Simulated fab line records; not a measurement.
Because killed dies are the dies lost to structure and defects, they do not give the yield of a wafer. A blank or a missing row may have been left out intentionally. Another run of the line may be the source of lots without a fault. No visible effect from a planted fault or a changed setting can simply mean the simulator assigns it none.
Matching of chambers | flow gf180mcu | GF_V3_CMP_04 on cmp-01 has 4 sister chambers
The step polishes SiO2. 4 wafers are shown with their chamber, then 8 later ones without.

== WAFERS PAIRED WITH THEIR CHAMBERS ==
wafer  | chamber | motor_current_A (A)
L250.5 | 3       | 13.3
L250.6 | 2       | 12.9
L251.4 | 1       | 11.3
L253.4 | 0       | 14.3

== WAFERS WHOSE CHAMBER IS MISSING ==
wafer  | motor_current_A (A)
L253.5 | 12.5
L253.6 | 13.8
L255.2 | 13.0
L255.3 | 11.5
L255.4 | 13.4
L256.2 | 11.4
L256.4 | 13.1
L256.6 | 14.4

== WHICH CHAMBER EACH ONE RAN IN ==
wafer  | from the rows above          | in truth
L253.5 | can't be placed: 2 or 3      | 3
L253.6 | can't be placed: 0 or 3 or 2 | 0
L255.2 | can't be placed: 2 or 3      | 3
L255.3 | 1                            | 1
L255.4 | can't be placed: 3 or 2      | 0
L256.2 | 1                            | 1
L256.4 | can't be placed: 2 or 3      | 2
L256.6 | 0                            | 0
Placed correctly: 3 of 8. Not placeable from these rows: 5 (in 4, the candidates include the true chamber). 0 placed wrongly.
How it was worked out, from the rows above alone: a wafer's distance from a chamber is the root of the sum, over the readings, of the square of ((its reading less the chamber's mean) divided by the reading's scatter). The wafer belongs to the nearest chamber; if the next one is less than 2 further off, it can't be placed. Each chamber's mean is taken over the wafers shown for it. The scatter: root of mean squared gap, hidden wafer to nearest shown wafer, with one shown wafer a chamber.
